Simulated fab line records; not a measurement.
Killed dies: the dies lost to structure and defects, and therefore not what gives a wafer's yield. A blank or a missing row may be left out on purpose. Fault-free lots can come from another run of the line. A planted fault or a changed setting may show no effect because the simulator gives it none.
The tool behind it: which one? :: flow gf180mcu :: 18 wafers from 6 lots sampled at 4 of the route's 602 steps

== WHAT THE GAUGES READ, wafer by wafer ==
GF_M4_RS_MEAS_05: measurement is done with a four-point probe.
lot: L456
measured: day 23 19:36
on: film-metro-02
M4_ALCU_RS (ohm/sq): 0.0695 0.0692 0.0689

lot: L458
measured: day 24 09:00
on: film-metro-04
M4_ALCU_RS (ohm/sq): 0.0706 0.0704 0.0703

lot: L461
measured: day 25 05:44
on: film-metro-04
M4_ALCU_RS (ohm/sq): 0.0702 0.0693 0.0701

lot: L465
measured: day 26 16:19
on: film-metro-03
M4_ALCU_RS (ohm/sq): 0.0692 0.0689 0.0701

lot: L472
measured: day 28 22:40
on: film-metro-02
M4_ALCU_RS (ohm/sq): 0.1622 0.1594 0.1603

lot: L476
measured: day 29 20:22
on: film-metro-03
M4_ALCU_RS (ohm/sq): 0.0699 0.0692 0.0690

== EACH LOT AND THE TOOL THAT RAN IT (in order: tool; ch and the chambers of the sampled wafers; start) ==
lot: L456
GF_V3_CVD_02: pecvd-01 ch 1,2, day 22 18:29
GF_M4_SPUTTER_01: pvd-sputter-01, day 23 19:28
GF_M4_SPUTTER_02: pvd-sputter-01, day 23 19:29

lot: L458
GF_V3_CVD_02: pecvd-01 ch 0,2, day 23 07:56
GF_M4_SPUTTER_01: pvd-sputter-04, day 24 08:53
GF_M4_SPUTTER_02: pvd-sputter-04, day 24 08:55

lot: L461
GF_V3_CVD_02: pecvd-04 ch 0,2, day 24 04:59
GF_M4_SPUTTER_01: pvd-sputter-04, day 25 05:35
GF_M4_SPUTTER_02: pvd-sputter-04, day 25 05:37

lot: L465
GF_V3_CVD_02: pecvd-01 ch 0,1,2, day 25 17:40
GF_M4_SPUTTER_01: pvd-sputter-01, day 26 16:08
GF_M4_SPUTTER_02: pvd-sputter-01, day 26 16:10

lot: L472
GF_V3_CVD_02: pecvd-01 ch 0,1,2, day 28 01:47
GF_M4_SPUTTER_01: pvd-sputter-01, day 28 22:31
GF_M4_SPUTTER_02: pvd-sputter-01, day 28 22:33

lot: L476
GF_V3_CVD_02: pecvd-01 ch 0,1,2, day 29 00:31
GF_M4_SPUTTER_01: pvd-sputter-02, day 29 20:14
GF_M4_SPUTTER_02: pvd-sputter-02, day 29 20:16
- GF_V3_CVD_02: deposits SiO2 from TEOS, target thk 850 nm, time 94.851 s.
- GF_M4_SPUTTER_01: material TiN, target thk 30 nm, time 25.59 s.
- GF_M4_SPUTTER_02: material AlCu, target thk 450 nm, time 23.9 s.

== THE ANSWER, worked out from the rows above alone ==
Rule: the lots themselves supply what counts as usual. Put in order of their means at a reading, lots are off if they are a third of the lots or fewer, leave a main group of 4 or more, and stand apart from it by a gap of 3 or more times the standard deviation of the main group's means; of several such gaps the widest counts. A main group whose means are all the same, to the digits that the tables above print for the reading, isn't used. A lot without any number at a reading at which 4 lots or more have one is off too. All remaining lots with rows at the step are treated as sound.
Off: L472, at GF_M4_RS_MEAS_05 (M4_ALCU_RS). The main group has a mean of 0.0697 ohm/sq with a standard deviation of 0.00045.
If a tool, at a process step before that reading, ran all the lots that are off and no sound lot after the first of them, it fits. The gauges at GF_M4_RS_MEAS_05 are tried like those tools. Can't be told from this: 2 tools fit, pvd-sputter-01 at GF_M4_SPUTTER_01 and GF_M4_SPUTTER_02, film-metro-02 at GF_M4_RS_MEAS_05.

== WHAT HAD BEEN PUT IN BY THE SIMULATOR ==
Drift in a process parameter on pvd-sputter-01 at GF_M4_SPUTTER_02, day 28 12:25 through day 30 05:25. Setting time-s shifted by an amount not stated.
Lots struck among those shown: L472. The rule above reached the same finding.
